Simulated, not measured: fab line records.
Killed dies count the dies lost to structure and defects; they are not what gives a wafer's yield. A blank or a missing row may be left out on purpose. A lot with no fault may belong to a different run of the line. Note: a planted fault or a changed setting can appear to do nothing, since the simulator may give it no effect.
Matching of chambers    flow sky130    rie-diel-03 running SKY_SPACER_ETCHBACK_02: 4 sister chambers
The step etches Si3N4 in CH3F/O2, stops on SiO2, time 46.7 s, target depth 45 nm. 7 wafers are shown with their chamber, then 7 later ones without.

WAFERS, EACH WITH ITS CHAMBER
wafer   chamber  drypump-motor-current-A (A)  chamber-pressure-mTorr (mTorr)
L353.6  3        5.5                          24.990
L357.6  1        5.1                          25.002
L359.1  2        6.7                          25.006
L359.4  0        5.8                          25.017
L359.6  3        5.4                          25.021
L360.1  0        5.8                          24.964
L360.2  2        6.7                          25.005

WAFERS WITHOUT THEIR CHAMBER
wafer   drypump-motor-current-A (A)  chamber-pressure-mTorr (mTorr)
L360.3  5.1                          24.991
L362.4  5.5                          25.006
L362.5  5.5                          24.997
L362.6  5.8                          25.015
L363.4  5.5                          25.010
L363.5  6.7                          25.040
L363.6  5.1                          25.003

CHAMBER TAKEN BY EACH
wafer   from the rows above  in truth
L360.3  1                    1
L362.4  3                    3
L362.5  3                    3
L362.6  0                    0
L363.4  3                    3
L363.5  2                    2
L363.6  1                    1
7 of 7 placed correctly. Number that these rows cannot place: 0. Wrongly placed: 0.
How it was worked out, from the rows above alone: a wafer's distance from a chamber is the root of the sum, over the readings, of the square of ((its reading less the chamber's mean) divided by the reading's scatter). If the next closest chamber is less than 2 further off than the closest, the wafer can't be placed; otherwise it belongs to the closest. A chamber's mean is the mean of its shown wafers. The scatter: the root of (the sum of the squares of (reading less its chamber's mean) over the shown wafers, divided by (wafers less chambers)).
